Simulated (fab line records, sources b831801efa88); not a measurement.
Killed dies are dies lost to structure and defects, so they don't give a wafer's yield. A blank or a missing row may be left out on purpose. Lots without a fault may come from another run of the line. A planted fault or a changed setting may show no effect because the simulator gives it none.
Which tool did it? | flow sky130 | 13 lots, 39 wafers sampled, at 4 steps of a route of 708

WHAT THE GAUGES READ, wafer by wafer
SKY_VIA1_RS_MEAS_22: measures by four-point-probe. Usual: VIA1_W_RS 0.422 ohm/sq, standard deviation 0.0045.
lot  | measured     | on            | VIA1_W_RS (ohm/sq) | flag
L914 | day 33 19:53 | film_metro-01 | 0.421 0.414 0.416  |
L916 | day 34 17:23 | film_metro-01 | 0.420 0.420 0.420  |
L918 | day 35 01:47 | film_metro-02 | 0.417 0.424 0.422  |
L920 | day 36 04:04 | film_metro-01 | 0.417 0.414 0.417  |
L922 | day 36 16:03 | film_metro-03 | 0.429 0.428 0.430  |
L923 | day 37 04:33 | film_metro-02 | 0.426 0.423 0.422  |
L927 | day 38 07:04 | film_metro-01 | 0.421 0.423 0.418  |
L928 | day 38 15:41 | film_metro-03 | 0.418 0.418 0.419  |
L930 | day 39 04:40 | film_metro-03 | 0.422 0.425 0.426  |
L932 | day 39 12:29 | film_metro-03 | 0.418 0.429 0.423  |
L933 | day 40 07:32 | film_metro-02 | 0.418 0.421 0.424  |
L935 | day 40 10:13 | film_metro-03 | 0.423 0.430 0.424  |
L934 | day 40 18:22 | film_metro-03 | 0.423 0.421 0.417  |

SKY_METAL2_OVL_MEAS_16. Usual: METAL2_OVL -1 nm, standard deviation 5.2.
lot  | measured     | on         | METAL2_OVL (nm) | flag
L914 | day 34 22:01 | overlay-01 | 3 2 3           |
L916 | day 35 19:50 | overlay-02 | -3 -11 -4       |
L918 | day 36 05:19 | overlay-02 | -3 -3 -8        |
L920 | day 37 07:04 | overlay-02 | -3 -6 -1        |
L922 | day 37 18:24 | overlay-01 | -1 3 -5         |
L923 | day 38 06:33 | overlay-02 | -5 1 2          |
L927 | day 39 09:14 | overlay-01 | -4 -2 1         |
L928 | day 39 17:04 | overlay-02 | 1 5 7           |
L930 | day 40 06:19 | overlay-01 | -8 -5 -4        |
L932 | day 40 14:26 | overlay-02 | 2 0 12          |
L933 | day 41 08:15 | overlay-01 | -2 1 3          |
L935 | day 41 11:06 | overlay-02 | -4 -11 -12      |
L934 | day 41 18:35 | overlay-02 | 2 0 -2          |

WHICH TOOL RAN EACH LOT (tool, then ch and the chambers of the sampled wafers, then the start)
lot  | SKY_VIA1_SPUTTER_20          | SKY_METAL2_DEVELOP_14
L914 | pvd_sputter-01, day 33 19:43 | litho_track-01 ch 0, day 34 21:00
L916 | pvd_sputter-02, day 34 17:14 | litho_track-04 ch 0, day 35 19:00
L918 | pvd_sputter-01, day 35 01:37 | litho_track-01 ch 0, day 36 05:00
L920 | pvd_sputter-02, day 36 03:55 | litho_track-01 ch 0, day 37 06:00
L922 | pvd_sputter-01, day 36 15:52 | litho_track-03 ch 0, day 37 18:00
L923 | pvd_sputter-02, day 37 04:23 | litho_track-03 ch 0, day 38 06:00
L927 | pvd_sputter-01, day 38 06:55 | litho_track-04 ch 0, day 39 08:00
L928 | pvd_sputter-02, day 38 15:32 | litho_track-01 ch 0, day 39 16:00
L930 | pvd_sputter-01, day 39 04:30 | litho_track-01 ch 0, day 40 06:00
L932 | pvd_sputter-03, day 39 12:20 | litho_track-04 ch 0, day 40 14:00
L933 | pvd_sputter-03, day 40 07:22 | litho_track-03 ch 0, day 41 07:00
L935 | pvd_sputter-03, day 40 10:04 | litho_track-03 ch 0, day 41 10:00
L934 | pvd_sputter-03, day 40 18:13 | litho_track-04 ch 0, day 41 18:00
- SKY_VIA1_SPUTTER_20: material TiN, target thk 20 nm, time 80 s.
- SKY_METAL2_DEVELOP_14: develop time 60 s.

WHAT THE TOOLS THEMSELVES READ (means of the sampled wafers that have a number; where no wafer has one, the mark that the record gives instead)
SKY_VIA1_SPUTTER_20. Usual: throttle_valve_pct 30.2 %, standard deviation 0.97.
lot  | tool           | throttle_valve_pct (%) | flag
L914 | pvd_sputter-01 | 30.4                   |
L916 | pvd_sputter-02 | 30.8                   |
L918 | pvd_sputter-01 | 29.6                   |
L920 | pvd_sputter-02 | 30.6                   |
L922 | pvd_sputter-01 | 30.4                   |
L923 | pvd_sputter-02 | 30.9                   |
L927 | pvd_sputter-01 | 30.4                   |
L928 | pvd_sputter-02 | 31.3                   |
L930 | pvd_sputter-01 | 28.9                   |
L932 | pvd_sputter-03 | 30.0                   |
L933 | pvd_sputter-03 | 30.0                   |
L935 | pvd_sputter-03 | 29.9                   |
L934 | pvd_sputter-03 | 29.8                   |

SKY_METAL2_DEVELOP_14. Usual: developer_temp_C 21.01 C, standard deviation 0.1.
lot  | tool           | developer_temp_C (C) | flag
L914 | litho_track-01 | 21.11                |
L916 | litho_track-04 | 20.85                |
L918 | litho_track-01 | 20.95                |
L920 | litho_track-01 | 21.09                |
L922 | litho_track-03 | 21.89                | OFF
L923 | litho_track-03 | 21.91                | OFF
L927 | litho_track-04 | 21.10                |
L928 | litho_track-01 | 21.01                |
L930 | litho_track-01 | 20.87                |
L932 | litho_track-04 | 21.09                |
L933 | litho_track-03 | 21.01                |
L935 | litho_track-03 | 20.89                |
L934 | litho_track-04 | 20.91                |

THE ANSWER, worked out from the rows above alone
Rule: a lot is off if the mean of its wafers that have a number lies more than 3 standard deviations from the usual mean. A lot without any number at a reading at which 4 lots or more have one is off too. The other lots that the step has rows for count as sound. The gauges are gone through in route order, then the tools' own readings, and for those a lot's mean is taken as printed above. The first step at which some lot is off is used, and at that step the reading that is off furthest; a lot without a number counts as furthest.
Off: L922, L923, at SKY_METAL2_DEVELOP_14 (developer_temp_C).
A tool fits if, at that step or a process step before it, it ran every lot that is off, and no sound lot after the first of them. None of those tried fits.

WHAT THE SIMULATOR HAD PUT IN
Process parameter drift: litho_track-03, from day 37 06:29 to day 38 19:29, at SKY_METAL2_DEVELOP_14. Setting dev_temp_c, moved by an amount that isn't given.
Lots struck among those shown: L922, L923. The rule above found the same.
